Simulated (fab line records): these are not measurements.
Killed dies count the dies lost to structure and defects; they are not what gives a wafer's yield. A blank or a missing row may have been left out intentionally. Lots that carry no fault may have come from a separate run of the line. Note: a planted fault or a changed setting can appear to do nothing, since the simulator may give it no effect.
Which of the tools did it? | flow gf180mcu | 30 wafers from 10 lots sampled at 7 of the route's 602 steps

WHAT EACH GAUGE READ, for each wafer
GF_M4_OVL_MEAS_15. Usual: M4_OVL typically reads -2 nm, with standard deviation 5.7.
lot  | measured     | on         | M4_OVL (nm) | flag
L721 | day 23 11:52 | overlay-02 | -14 -11 -3  |
L722 | day 24 01:50 | overlay-01 | -2 -3 -4    |
L723 | day 24 06:34 | overlay-02 | -2 6 3      |
L730 | day 26 15:47 | overlay-01 | -11 -3 -9   |
L731 | day 27 04:35 | overlay-02 | 8 6 2       |
L732 | day 27 06:17 | overlay-02 | -8 -11 -1   |
L734 | day 27 17:31 | overlay-01 | 4 6 -7      |
L735 | day 28 07:40 | overlay-02 | 4 11 12     |
L738 | day 28 23:52 | overlay-01 | 0 4 5       |
L739 | day 29 09:34 | overlay-01 | -11 -10 -12 |

GF_MIM_RS_MEAS_10: a four-point-probe measurement. Usual: MIM_ALCU_RS typically reads 0.1603 ohm/sq, with standard deviation 0.0014.
lot  | measured     | on            | MIM_ALCU_RS (ohm/sq)                      | flag
L721 | day 24 13:52 | film metro-04 | 0.1598 0.1593 0.1592                      |
L722 | day 25 03:38 | film metro-01 | 0.1620 0.1618 0.1625                      |
L723 | day 25 07:34 | film metro-02 | 0.1600 0.1598 0.1595                      |
L730 | day 27 14:56 | film metro-02 | 0.1736 0.1733 0.1744 0.1738 0.1732 0.1742 | OFF
L731 | day 28 03:38 | film metro-02 | 0.1620 0.1602 0.1608                      |
L732 | day 28 05:25 | film metro-04 | 0.1723 0.1725 0.1712 0.1718 0.1726 0.1713 | OFF
L734 | day 28 17:07 | film metro-04 | 0.1594 0.1602 0.1601                      |
L735 | day 29 06:26 | film metro-01 | 0.1593 0.1599 0.1591                      |
L738 | day 29 22:17 | film metro-01 | 0.1621 0.1632 0.1620                      |
L739 | day 30 07:28 | film metro-02 | 0.1609 0.1598 0.1601                      |

GF_MIM_THK_MEAS_11: measures by xrf. Usual: MIM_ALCU_THK typically reads 202.0 nm, with standard deviation 2.
lot  | measured     | on            | MIM_ALCU_THK (nm)                   | flag
L721 | day 24 13:59 | film metro-04 | 201.8 202.6 201.2                   |
L722 | day 25 03:44 | film metro-01 | 200.5 201.2 201.0                   |
L723 | day 25 07:41 | film metro-02 | 201.3 202.4 201.8                   |
L730 | day 27 17:09 | film metro-02 | 187.5 188.9 187.3 188.2 188.5 187.4 | OFF
L731 | day 28 03:45 | film metro-02 | 199.2 201.5 200.4                   |
L732 | day 28 15:22 | film metro-04 | 188.8 188.6 190.3 188.7 187.4 188.2 | OFF
L734 | day 28 17:14 | film metro-04 | 204.2 203.2 203.5                   |
L735 | day 29 06:33 | film metro-01 | 204.2 202.6 203.5                   |
L738 | day 29 22:24 | film metro-01 | 199.7 199.2 200.0                   |
L739 | day 30 07:35 | film metro-02 | 201.2 202.5 202.5                   |

GF_M5_CD_MEAS_07: target cd 280 nm. Usual: cd nm 279.9 nm, standard deviation 1.3.
lot  | measured     | on        | cd nm (nm)        | flag
L721 | day 26 10:14 | cd sem-01 | 280.8 281.7 281.6 |
L722 | day 26 22:32 | cd sem-02 | 282.0 281.8 280.6 |
L723 | day 27 02:20 | cd sem-01 | 278.0 279.1 278.9 |
L730 | day 29 06:12 | cd sem-01 | 279.3 279.2 279.3 |
L731 | day 29 17:28 | cd sem-02 | 282.5 282.4 281.9 |
L732 | day 29 19:43 | cd sem-01 | 278.1 278.9 278.6 |
L734 | day 30 07:03 | cd sem-02 | 279.5 278.4 279.9 |
L735 | day 30 19:18 | cd sem-02 | 279.3 280.6 280.7 |
L738 | day 31 10:45 | cd sem-01 | 278.9 280.3 280.3 |
L739 | day 31 19:07 | cd sem-01 | 279.8 279.9 280.4 |

TOOL THAT RAN EACH LOT (tool first, then ch and the chambers of the sampled wafers, then the start)
lot  | GF_MIM_SPUTTER_03            | GF_MIM_SPUTTER_08            | GF_MIM_METAL_ETCH_19
L721 | pvd sputter-01, day 24 13:37 | pvd sputter-01, day 24 13:49 | rie metal-03 ch 0,1, day 25 11:42
L722 | pvd sputter-03, day 25 03:20 | pvd sputter-02, day 25 03:32 | rie metal-01 ch 0,1, day 26 01:01
L723 | pvd sputter-03, day 25 07:19 | pvd sputter-02, day 25 07:31 | rie metal-01 ch 0, day 26 04:55
L730 | pvd sputter-02, day 27 14:41 | pvd sputter-03, day 27 14:53 | rie metal-03 ch 0,1, day 28 10:36
L731 | pvd sputter-02, day 28 03:22 | pvd sputter-01, day 28 03:34 | rie metal-01 ch 0,1, day 28 22:02
L732 | pvd sputter-01, day 28 05:08 | pvd sputter-03, day 28 05:20 | rie metal-01 ch 0,1, day 29 00:17
L734 | pvd sputter-01, day 28 16:52 | pvd sputter-02, day 28 17:04 | rie metal-01 ch 0,1, day 29 12:02
L735 | pvd sputter-01, day 29 06:10 | pvd sputter-02, day 29 06:22 | rie metal-04 ch 0,1, day 30 00:45
L738 | pvd sputter-02, day 29 22:01 | pvd sputter-01, day 29 22:13 | rie metal-03 ch 0,1, day 30 16:29
L739 | pvd sputter-03, day 30 07:11 | pvd sputter-02, day 30 07:23 | rie metal-04 ch 0,1, day 31 01:14
- GF_MIM_SPUTTER_03: material Ti, target thk 10 nm, time 6.7 s.
- GF_MIM_SPUTTER_08: material AlCu, target thk 200 nm, time 10.6 s.
- GF_MIM_METAL_ETCH_19: etches the open film in Cl2/BCl3, stops on Si3N4, target depth 324.5 nm, time 54.1 s.

AS READ BY THE TOOLS THEMSELVES (means over the sampled wafers that have a number; for cases with no such wafer, the mark the record gives instead)
GF_MIM_SPUTTER_03. Usual: cathode dc power W 3000.0 W, standard deviation 0.58; throttle valve pct 29.2 %, standard deviation 0.86.
lot  | tool           | cathode dc power W (W) | throttle valve pct (%) | flag
L721 | pvd sputter-01 | 2999.8                 | 28.3                   |
L722 | pvd sputter-03 | 2999.7                 | 30.2                   |
L723 | pvd sputter-03 | 2999.6                 | 30.1                   |
L730 | pvd sputter-02 | 3000.1                 | 29.2                   |
L731 | pvd sputter-02 | 3000.5                 | 29.3                   |
L732 | pvd sputter-01 | 3000.3                 | 29.0                   |
L734 | pvd sputter-01 | 2999.5                 | 28.5                   |
L735 | pvd sputter-01 | 3000.0                 | 28.4                   |
L738 | pvd sputter-02 | 2999.6                 | 29.1                   |
L739 | pvd sputter-03 | 3000.4                 | 30.0                   |

GF_MIM_SPUTTER_08. Usual: cathode dc power W 10600 W, standard deviation 1.9; throttle valve pct 29.3 %, standard deviation 0.95.
lot  | tool           | cathode dc power W (W) | throttle valve pct (%) | flag
L721 | pvd sputter-01 | 10600                  | 28.4                   |
L722 | pvd sputter-02 | 10600                  | 29.3                   |
L723 | pvd sputter-02 | 10600                  | 28.7                   |
L730 | pvd sputter-03 | 9858                   | 30.0                   | OFF
L731 | pvd sputter-01 | 10600                  | 28.7                   |
L732 | pvd sputter-03 | 9859                   | 30.1                   | OFF
L734 | pvd sputter-02 | 10600                  | 29.1                   |
L735 | pvd sputter-02 | 10601                  | 28.7                   |
L738 | pvd sputter-01 | 10601                  | 29.0                   |
L739 | pvd sputter-02 | 10599                  | 28.5                   |

GF_MIM_METAL_ETCH_19. Usual: bcl3 flow sccm 39.98 sccm, standard deviation 0.13; drypump motor current A 5.78 A, standard deviation 0.15; oes product au 0.942 a.u., standard deviation 0.0063; throttle valve pct 28.283 %, standard deviation 0.01.
lot  | tool         | bcl3 flow sccm (sccm) | drypump motor current A (A) | oes product au (a.u.) | throttle valve pct (%) | flag
L721 | rie metal-03 | 39.97                 | 5.56                        | 0.948                 | 28.274                 |
L722 | rie metal-01 | 39.85                 | 5.85                        | 0.935                 | 28.282                 |
L723 | rie metal-01 | 39.83                 | 5.87                        | 0.945                 | 28.283                 |
L730 | rie metal-03 | 39.98                 | 5.52                        | 0.915                 | 28.309                 | OFF
L731 | rie metal-01 | 39.99                 | 5.88                        | 0.938                 | 28.298                 |
L732 | rie metal-01 | 39.81                 | 5.89                        | 0.924                 | 28.301                 |
L734 | rie metal-01 | 40.02                 | 5.87                        | 0.940                 | 28.278                 |
L735 | rie metal-04 | 39.97                 | 5.87                        | 0.945                 | 28.290                 |
L738 | rie metal-03 | 40.04                 | 5.52                        | 0.937                 | 28.292                 |
L739 | rie metal-04 | 39.98                 | 5.87                        | 0.942                 | 28.282                 |

THE ANSWER, worked out from the rows above alone
Rule: a lot counts as off when the mean over its wafers that have a number is more than 3 standard deviations away from the usual mean. A lot without any number at a reading at which 4 lots or more have one is off too. All remaining lots with rows at the step are treated as sound. First the gauges in route order, then the tools' own readings, where a lot's mean is used as printed above. At the first step where some lot is off, the reading lying furthest off is the one used; lots without a number count as furthest.
Off: at GF_MIM_RS_MEAS_10 (MIM_ALCU_RS), L730, L732.
If a tool, at a process step before that reading, ran all the lots that are off and no sound lot after the first of them, it fits. Not tried: the gauges at GF_MIM_RS_MEAS_10; whatever is off there is also off at GF_MIM_SPUTTER_08, on other tools, and gauge error can't account for it. One fits: GF_MIM_SPUTTER_08 on pvd sputter-03. It ran no sound lot before its first lot that is off in this sample, so the start can't be narrowed down.
On the lots that are off, the tool's own readings at GF_MIM_SPUTTER_08 differ by more than 5 times the standard deviation of the sound lots' means, which bears it out; cathode dc power W reads 9858 W there versus 10600 W on the sound lots.

WHAT THE SIMULATOR PUT IN
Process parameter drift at GF_MIM_SPUTTER_08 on pvd sputter-03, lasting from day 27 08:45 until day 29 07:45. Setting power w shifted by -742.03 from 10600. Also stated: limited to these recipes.
Shown lots that were struck: L730, L732. The rule above found the same.
